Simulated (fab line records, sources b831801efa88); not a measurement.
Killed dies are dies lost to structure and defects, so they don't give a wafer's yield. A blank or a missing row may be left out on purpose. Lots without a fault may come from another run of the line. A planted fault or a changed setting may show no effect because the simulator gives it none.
Problem report in the 8D (eight disciplines) form, filled by code | flow sky130 | the parts of the form that need people (team, actions taken, sign-off) are left out

1. THE PROBLEM
killed_at_front_end at SKY_PAD_OPEN_PROBE_99 reads a mean of 55 on 3 wafers of 1 lot; wafers without a fault read 16 with a standard deviation of 4.4. That is +8.9 standard deviations from the usual mean.
First seen on wafer L398.3, day 49 10:22, on prober-02. The record holds 3 wafers of 1 lot with a number at this step. Rule for "out", or "out of limits": more than 4 standard deviations from the usual mean. The other wafers with a number count as sound.

2. WHAT IT IS AND WHAT IT IS NOT
question                    | is                     | is not
which readings at this step | killed_at_front_end    | killed_at_M0_to_M3, killed_at_M4_up, killed_at_other
which lots                  | L398                   | -
which wafers of those lots  | all that have a number | -
read on which tools         | prober-02              | -
when                        | from day 49 10:22      | up to then (0 sound wafers)

3. SUSPECTS, AND WHAT RULES EACH OUT
Counting: a tool at a process step up to the reading stays a suspect if it ran every lot that is out and no sound lot after the first of them.
- wet_bench-04 at SKY_LDD_LDN_CLEAN_14 (cleans in SC1/SC2, time 150 s): kept. It ran the lot that is out, L398 (day 28 11:26), and no sound lot after that.
- rie_metal-03 at SKY_METAL4_METAL_ETCH_18 (etches the open film in Cl2/BCl3, stops on SiO2, target depth 845 nm, time 183.1 s): kept. It ran the lot that is out, L398 (day 45 23:36), and no sound lot after that.
- pecvd-02 at SKY_PASSIVATION_CVD_00 (deposits SiO2, target thk 90 nm): kept. It ran the lot that is out, L398 (day 47 19:22), and no sound lot after that.
- plasma_asher-04 at SKY_PASSIVATION_STRIP_12 (strips in O2/N2): kept. It ran the lot that is out, L398 (day 48 14:47), and no sound lot after that.
- prober-02 at SKY_PAD_OPEN_PROBE_99: kept. It ran the lot that is out, L398 (day 49 10:22), and no sound lot after that. Its own readings are out on those wafers: killed_at_front_end.
Left after counting: wet_bench-04 at SKY_LDD_LDN_CLEAN_14, rie_metal-03 at SKY_METAL4_METAL_ETCH_18, pecvd-02 at SKY_PASSIVATION_CVD_00, plasma_asher-04 at SKY_PASSIVATION_STRIP_12, prober-02 at SKY_PAD_OPEN_PROBE_99.

4. THE CAUSE (what the simulator had put in)
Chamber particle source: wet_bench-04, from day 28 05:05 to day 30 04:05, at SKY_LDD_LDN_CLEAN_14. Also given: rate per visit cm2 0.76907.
Counting left 5 suspects, and this tool is among them.

5. THE CHAIN OF EFFECTS, in route order
Each row: a reading whose mean over the struck wafers that have a number lies more than 3 standard deviations from the usual. Only readings for which the record gives a usual standard deviation are gone through. hours: the time from each lot's start at the first step in this table that gives one to its start at this step, as a median over the lots. sigmas: the change in usual standard deviations.
hours | step                  | reading             | usual | on struck wafers | change | sigmas
0     | SKY_PAD_OPEN_PROBE_99 | killed_at_front_end | 16    | 55               | +39    | +8.9
The process steps in it:
- SKY_PAD_OPEN_PROBE_99

6. WHAT WOULD HAVE CAUGHT IT SOONER
In this record the first reading out of limits was taken at day 49 10:22, 509 hours after the fault began at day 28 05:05.
All the lots that are out (1) had begun SKY_LDD_LDN_CLEAN_14 on wet_bench-04 by day 49 10:22. A hold on the tool at that time would have spared none of them.
